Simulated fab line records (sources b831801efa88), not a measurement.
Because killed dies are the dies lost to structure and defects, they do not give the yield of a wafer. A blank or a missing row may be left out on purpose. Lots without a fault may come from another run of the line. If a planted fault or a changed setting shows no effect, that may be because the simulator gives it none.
fab line records	flow gf180mcu
[record] lots = 14	wafers = 42	last-day = 34
route steps=602 shown STI@15 CONTACT@302 M1@317 V1@350
lots that met no fault: from a run of the same line without faults
start-h: start of the lot's first displayed wafer, in hours after the record's first day	wait-h: hours from the lot's prior step to this one	" same as the row above	L1.1+2: a row that stands for several wafers	- value missing, or start not given	* or withheld: withheld	< > ~ a bound
route shown NAME@n: names a module that has steps shown in the file, with the first one's number in the route	usual: average and standard deviation across the fault-free wafers	same: alike in all rows	chamber/n: place in a boat	sites: each site's reading	_std_site: the standard deviation of these	_edge_site: outer sites' mean less inner sites'	radius-mm: for every site, how far away it sits from the centre of the wafer	mask NAME#n: copy n	behind: the most recent tool/chamber to have shaped the wafer	hold: cause of the lot's hold/its duration in hours/its outcome	device: names the non-switching transistor (n, p or np)	end of line: the tests these same wafers got at the end of their route	a step given without rows: its recipe and nothing more	killed: dies lost to structure and defects at the first sort, not the wafer's yield	map: per-die view of a wafer (x killed, . not killed, _ where there is no die)
set.NAME: the setting the step ran with; set.NAME@STEP: the setting that earlier step ran with	model.NAME: the simulator's own value behind a step, which no gauge read
route steps across a sampled set of lots; one table per step, one row per wafer
services: a tool's chamber out of use, with start hour (start-h, from the record's first day; less than 0 if before it), hours out, and reason
[[steps]]
[step GF_STI_ETCH_14]
[recipe] target = Si	chemistry = HBr/Cl2/O2	target-depth-nm = 360	icp-w = 600	bias-w = 150	pressure-mtorr = 15	HBr_flow_sccm = 150	Cl2_flow_sccm = 40	O2_flow_sccm = 6	time-s = 102.9
[usual] chamber-pressure-mTorr = 14.999/0.015	drypump-motor-current-A = 5.5/0.34	oes-product-au = 1.007/0.012	rf-fwd-power-W = 596.8/2.2	throttle-valve-pct = 25.652/0.012
lot.wafer	tool	chamber	start-h	wait-h	chamber-pressure-mTorr	drypump-motor-current-A	oes-product-au	rf-fwd-power-W	rf-hours-counter-h	throttle-valve-pct
L295.2	rie-si-01	2	26.71	0.0	15.012	5.1	1.021	597.2	120	25.646
L295.4	"	3	"	"	14.987	6.1	0.996	599.4	57	25.645
L295.5	"	0	"	"	14.990	5.3	1.013	592.5	-	25.640
L296.2	rie-si-02	2	32.06	0.0	14.989	5.7	1.006	598.3	107	25.659
L296.4	"	3	"	"	14.990	5.0	1.030	594.0	34	25.635
L296.5	"	0	"	"	15.001	5.5	0.994	598.2	-	25.660
L297.1	rie-si-02	2	35.41	0.0	15.037	5.6	0.998	598.8	107	25.667
L297.4	"	2	"	"	15.010	5.6	0.996	601.5	-	25.649
L297.5	"	3	"	"	15.016	5.1	1.031	594.4	-	25.639
L298.1	rie-si-01	2	41.76	0.0	15.013	5.2	1.003	596.9	120	25.652
L298.3	"	0	"	"	14.998	5.3	1.012	600.1	54	25.656
L298.4	"	1	"	"	14.995	5.5	1.011	600.0	12	25.641
L299.3	rie-si-01	1	46.81	0.0	15.003	5.5	1.006	598.9	12	25.652
L299.4	"	2	"	"	15.011	5.2	1.005	599.3	120	25.654
L299.5	"	2	"	"	15.002	5.1	1.004	599.6	-	25.640
L300.2	rie-si-01	0	52.36	0.0	14.989	5.3	0.961	499.4	55	25.680
L300.3	"	1	"	"	15.033	5.5	1.008	598.8	12	25.630
L300.6	"	1	"	"	15.001	5.5	1.008	596.4	-	25.656
L301.1	rie-si-01	2	56.06	0.0	14.996	5.1	1.007	596.2	120	25.650
L301.4	"	0	"	"	15.024	5.3	0.967	501.6	55	25.690
L301.5	"	3	"	"	15.008	6.1	0.998	593.7	-	25.663
L302.1	rie-si-01	3	62.16	0.0	14.992	6.2	1.005	596.0	57	25.663
L302.5	"	0	"	"	14.995	5.3	0.959	504.5	-	25.676
L302.6	"	1	"	"	15.000	5.5	1.007	599.7	-	25.659
L313.2	rie-si-02	0	118.21	0.0	15.000	5.4	0.975	593.7	1	25.678
L313.3	"	2	"	"	14.976	5.6	1.006	601.6	108	25.667
L313.4	"	3	"	"	15.004	5.1	1.009	592.5	35	25.651
L314.4	rie-si-02	3	123.56	0.0	14.993	5.0	1.020	593.7	36	25.640
L314.5	"	2	"	"	14.979	5.7	1.005	602.2	-	25.662
L314.6	"	3	"	"	15.011	5.0	1.014	592.0	-	25.629
L315.1	rie-si-02	2	128.40	0.0	14.977	5.7	0.996	598.6	108	25.661
L315.3	"	3	"	"	15.001	5.0	1.002	595.5	36	25.644
L315.5	"	0	"	"	14.993	5.5	0.990	597.7	-	25.663
L316.1	rie-si-01	0	133.56	0.0	14.988	5.3	1.012	593.8	55	25.658
L316.2	"	1	"	"	15.014	5.5	1.013	593.7	13	25.638
L316.3	"	3	"	"	14.996	6.1	1.014	596.8	57	25.640
L317.2	rie-si-01	1	138.91	0.0	14.993	5.5	1.006	599.4	13	25.651
L317.3	"	2	"	"	14.997	5.1	1.008	595.9	121	25.659
L317.6	"	3	"	"	14.996	6.1	1.005	599.1	-	25.673
L318.3	rie-si-01	3	144.01	0.0	15.010	6.1	1.008	598.3	58	25.654
L318.4	"	2	"	"	15.012	5.1	1.007	597.9	121	25.653
L318.5	"	2	"	"	14.999	5.1	1.006	597.5	-	25.661
[step GF_CONTACT_OVL_MEAS_15]
[usual] CONTACT_OVL = -2/6.5
lot.wafer	tool	chamber	start-h	wait-h	CONTACT_OVL[nm]
L295.2	overlay-01	-	366.53	0.1	-5
L295.4	"	-	"	"	-1
L295.5	"	-	"	"	0
L296.2	overlay-01	-	371.97	0.1	-9
L296.4	"	-	"	"	-16
L296.5	"	-	"	"	-10
L297.1	overlay-01	-	380.17	0.1	-1
L297.4	"	-	"	"	3
L297.5	"	-	"	"	-4
L298.1	overlay-01	-	389.78	0.1	-4
L298.3	"	-	"	"	-1
L298.4	"	-	"	"	-3
L299.3	overlay-01	-	400.64	0.1	-11
L299.4	"	-	"	"	-11
L299.5	"	-	"	"	-12
L300.2	overlay-01	-	410.18	0.1	1
L300.3	"	-	"	"	5
L300.6	"	-	"	"	1
L301.1	overlay-01	-	413.43	0.1	3
L301.4	"	-	"	"	-1
L301.5	"	-	"	"	5
L302.1	overlay-01	-	427.22	0.1	5
L302.5	"	-	"	"	7
L302.6	"	-	"	"	3
L313.2	overlay-01	-	518.84	0.1	4
L313.3	"	-	"	"	1
L313.4	"	-	"	"	12
L314.4	overlay-01	-	528.85	0.1	2
L314.5	"	-	"	"	7
L314.6	"	-	"	"	8
L315.1	overlay-01	-	535.12	0.1	3
L315.3	"	-	"	"	3
L315.5	"	-	"	"	3
L316.1	overlay-01	-	543.46	0.1	-6
L316.2	"	-	"	"	-8
L316.3	"	-	"	"	3
L317.2	overlay-01	-	550.13	0.1	8
L317.3	"	-	"	"	7
L317.6	"	-	"	"	3
L318.3	overlay-02	-	556.68	0.1	7
L318.4	"	-	"	"	4
L318.5	"	-	"	"	2
[step GF_M1_SPUTTER_02]
[recipe] material = AlCu	target-thk-nm = 450	power-w = 10600	time-s = 23.9	chamber-pressure-pa = 0.4
[usual] throttle-valve-pct = 30.3/0.99
lot.wafer	tool	chamber	start-h	wait-h	throttle-valve-pct
L295.2	pvd-sputter-02	-	367.84	0.0	29.3
L295.4	"	-	"	"	31.0
L295.5	"	-	"	"	30.9
L296.2	pvd-sputter-02	-	373.27	0.0	29.7
L296.4	"	-	"	"	30.6
L296.5	"	-	"	"	29.4
L297.1	pvd-sputter-02	-	381.48	0.0	30.4
L297.4	"	-	"	"	31.2
L297.5	"	-	"	"	30.8
L298.1	pvd-sputter-01	-	391.10	0.0	30.6
L298.3	"	-	"	"	29.2
L298.4	"	-	"	"	31.0
L299.3	pvd-sputter-04	-	401.93	0.0	28.8
L299.4	"	-	"	"	30.8
L299.5	"	-	"	"	28.6
L300.2	pvd-sputter-01	-	411.50	0.0	29.0
L300.3	"	-	"	"	30.3
L300.6	"	-	"	"	30.6
L301.1	pvd-sputter-02	-	414.74	0.0	30.5
L301.4	"	-	"	"	29.7
L301.5	"	-	"	"	30.5
L302.1	pvd-sputter-02	-	428.53	0.0	30.4
L302.5	"	-	"	"	29.7
L302.6	"	-	"	"	30.7
L313.2	pvd-sputter-04	-	520.62	0.0	28.8
L313.3	"	-	"	"	32.1
L313.4	"	-	"	"	30.7
L314.4	pvd-sputter-04	-	530.21	0.0	30.7
L314.5	"	-	"	"	28.7
L314.6	"	-	"	"	31.7
L315.1	pvd-sputter-02	-	536.44	0.0	31.1
L315.3	"	-	"	"	30.5
L315.5	"	-	"	"	30.3
L316.1	pvd-sputter-01	-	544.77	0.0	31.4
L316.2	"	-	"	"	30.6
L316.3	"	-	"	"	29.2
L317.2	pvd-sputter-01	-	554.36	0.0	31.5
L317.3	"	-	"	"	28.8
L317.6	"	-	"	"	29.1
L318.3	pvd-sputter-01	-	557.98	0.0	31.4
L318.4	"	-	"	"	28.9
L318.5	"	-	"	"	30.7
[step GF_V1_OVL_MEAS_15]
[usual] V1_OVL = 0/5.6
lot.wafer	tool	chamber	start-h	wait-h	V1_OVL[nm]
L295.2	overlay-01	-	415.13	0.1	5
L295.4	"	-	"	"	7
L295.5	"	-	"	"	12
L296.2	overlay-02	-	421.38	0.1	7
L296.4	"	-	"	"	5
L296.5	"	-	"	"	10
L297.1	overlay-02	-	430.48	0.1	-2
L297.4	"	-	"	"	0
L297.5	"	-	"	"	1
L298.1	overlay-02	-	440.42	0.1	-5
L298.3	"	-	"	"	-2
L298.4	"	-	"	"	2
L299.3	overlay-01	-	451.89	0.1	-10
L299.4	"	-	"	"	0
L299.5	"	-	"	"	-3
L300.2	overlay-01	-	462.48	0.1	1
L300.3	"	-	"	"	-4
L300.6	"	-	"	"	-1
L301.1	overlay-02	-	464.07	0.1	-2
L301.4	"	-	"	"	4
L301.5	"	-	"	"	-3
L302.1	overlay-02	-	479.52	0.1	-3
L302.5	"	-	"	"	1
L302.6	"	-	"	"	3
L313.2	overlay-02	-	567.38	0.1	0
L313.3	"	-	"	"	7
L313.4	"	-	"	"	7
L314.4	overlay-02	-	576.84	0.1	4
L314.5	"	-	"	"	-2
L314.6	"	-	"	"	7
L315.1	overlay-02	-	582.62	0.1	-7
L315.3	"	-	"	"	1
L315.5	"	-	"	"	0
L316.1	overlay-01	-	591.02	0.1	10
L316.2	"	-	"	"	4
L316.3	"	-	"	"	12
L317.2	overlay-01	-	599.63	0.1	-4
L317.3	"	-	"	"	-2
L317.6	"	-	"	"	-2
L318.3	overlay-01	-	602.58	0.1	7
L318.4	"	-	"	"	5
L318.5	"	-	"	"	7
[[services]]
tool	chamber	start-h	hours	kind
pvd-sputter-02	-	11.43	2.1	repair
rie-si-01	-	67.08	22.8	repair
pvd-sputter-01	-	90.76	4.7	repair
pvd-sputter-01	-	118.36	2.0	repair
pvd-sputter-02	-	139.47	0.6	repair
pvd-sputter-02	-	146.23	32.7	repair
rie-si-02	1	167.90	1.8	repair
rie-si-02	-	179.36	2.8	pm
pvd-sputter-01	-	205.10	1.4	repair
rie-si-02	1	213.97	3.4	repair
rie-si-01	1	229.88	4.5	repair
rie-si-02	3	248.11	1.8	repair
pvd-sputter-01	-	256.37	8.3	repair
pvd-sputter-02	-	277.95	3.2	repair
rie-si-02	2	284.53	22.0	repair
pvd-sputter-02	-	307.43	1.5	repair
pvd-sputter-01	-	321.65	2.9	repair
pvd-sputter-01	-	341.21	3.5	repair
rie-si-02	-	365.79	3.4	repair
pvd-sputter-02	-	385.18	0.9	repair
rie-si-01	3	386.02	23.3	repair
rie-si-01	1	444.30	3.3	repair
rie-si-01	-	466.82	0.2	repair
pvd-sputter-02	-	486.72	6.4	repair
[[key]]
[first-sign] step = GF_STI_ETCH_14	reading = rf-fwd-power-W	direction = down	sigmas = 43	usual = 596.8	struck = 501.8
[effect] step = GF_STI_ETCH_14	reading = oes-product-au	direction = down	sigmas = 3.7	usual = 1.007	struck = 0.962
met-at GF_STI_ETCH_14
struck-lots L300,L301,L302
struck-wafers L300.2,L301.4,L302.5
tester-left-out L300,L301,L302
not-acting-at GF_CONTACT_OVL_MEAS_15,GF_M1_SPUTTER_02,GF_V1_OVL_MEAS_15
onset-between 41.76 52.36
[fault] kind = process-parameter-drift	tool = rie-si-01	chamber = 0	onset-h = 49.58	steps = GF_STI_ETCH_14	channel = icp-w	offset = -96	shape = step	end-h = 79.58	acts-in = these-recipes-only	stated = 600
// tester-left-out: of these lots the tester's yield and bins aren't shown, on N5 and GAA mostly nor the transistor test; their killed dies are dies lost to structure and defects alone, not to doping, threshold or leakage, so they don't give the yield
